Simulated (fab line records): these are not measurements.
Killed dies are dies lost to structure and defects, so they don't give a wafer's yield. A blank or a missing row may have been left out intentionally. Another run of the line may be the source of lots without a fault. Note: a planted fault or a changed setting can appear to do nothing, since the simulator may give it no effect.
Which tool did it?    flow sky130    10 lots, 30 wafers sampled, at 3 steps of a route of 708

## WHAT THE GAUGES READ, wafer by wafer
SKY_DNWELL_TW_MEAS_09.
lot   measured     on            DNWELL_TW
L657  day 3 11:02  filmMetro-04  1116 1118 1125
L662  day 4 14:32  filmMetro-04  1125 1125 1120
L663  day 4 16:08  filmMetro-04  1120 1119 1130
L666  day 5 08:41  filmMetro-04  1120 1117 1121
L669  day 5 20:36  filmMetro-04  30 30 30
L671  day 6 11:35  filmMetro-03  1124 1114 1123
L673  day 6 22:14  filmMetro-03  1117 1117 1118
L675  day 7 06:33  filmMetro-04  1127 1127 1127
L676  day 7 13:56  filmMetro-03  1119 1111 1117
L680  day 8 08:25  filmMetro-04  1115 1109 1115

## EACH LOT AND THE TOOL THAT RAN IT (in order: tool; ch and the chambers of the sampled wafers; start)
lot   SKY_FIELD_ISO_CMP_27          SKY_DNWELL_EXPOSE_04
L657  cmp-02 ch 0,1,2, day 2 14:10  ilineStepper-02 ch 0, day 3 03:44
L662  cmp-01 ch 0,3, day 3 18:00    ilineStepper-01 ch 0, day 4 05:38
L663  cmp-01 ch 0,3, day 3 20:29    ilineStepper-02 ch 0, day 4 07:37
L666  cmp-02 ch 0,1,3, day 4 12:12  ilineStepper-01 ch 0, day 4 23:19
L669  cmp-02 ch 0,1,3, day 5 00:13  ilineStepper-01 ch 0, day 5 11:51
L671  cmp-01 ch 0,1,3, day 5 13:47  ilineStepper-01 ch 0, day 6 02:45
L673  cmp-01 ch 0,1,2, day 5 22:28  ilineStepper-01 ch 0, day 6 11:59
L675  cmp-02 ch 0,1,3, day 6 09:05  ilineStepper-01 ch 0, day 6 21:29
L676  cmp-02 ch 0,1,2, day 6 14:11  ilineStepper-02 ch 0, day 7 03:37
L680  cmp-02 ch 2,3, day 7 09:49    ilineStepper-01 ch 0, day 7 22:21
- SKY_FIELD_ISO_CMP_27: polishes, stops on Si3N4, t overpolish 16 s, target thk 457.8 nm.
- SKY_DNWELL_EXPOSE_04: exposes mask DNM, target cd 3000 nm.

## THE ANSWER, worked out from the rows above alone
Rule: usual is defined by the lots themselves. The widest of any qualifying gaps counts: lots, ordered by their means at a reading, are off when they make up no more than a third of the lots, leave a main group of 4 or more, and stand apart from it by 3 or more times the standard deviation of that group's means. A main group is skipped when, at the precision printed for the reading in the tables above, its means are all equal. A lot without any number at a reading at which 4 lots or more have one is off too. All remaining lots with rows at the step are treated as sound.
Off: L669, at SKY_DNWELL_TW_MEAS_09 (DNWELL_TW). For the main group the mean is 1120 and the standard deviation 4.
If a tool, at a process step before that reading, ran all the lots that are off and no sound lot after the first of them, it fits. Those tools and the gauges at SKY_DNWELL_TW_MEAS_09 are tried in the same way. Of those tried, none fits.

## WHAT THE SIMULATOR PUT IN
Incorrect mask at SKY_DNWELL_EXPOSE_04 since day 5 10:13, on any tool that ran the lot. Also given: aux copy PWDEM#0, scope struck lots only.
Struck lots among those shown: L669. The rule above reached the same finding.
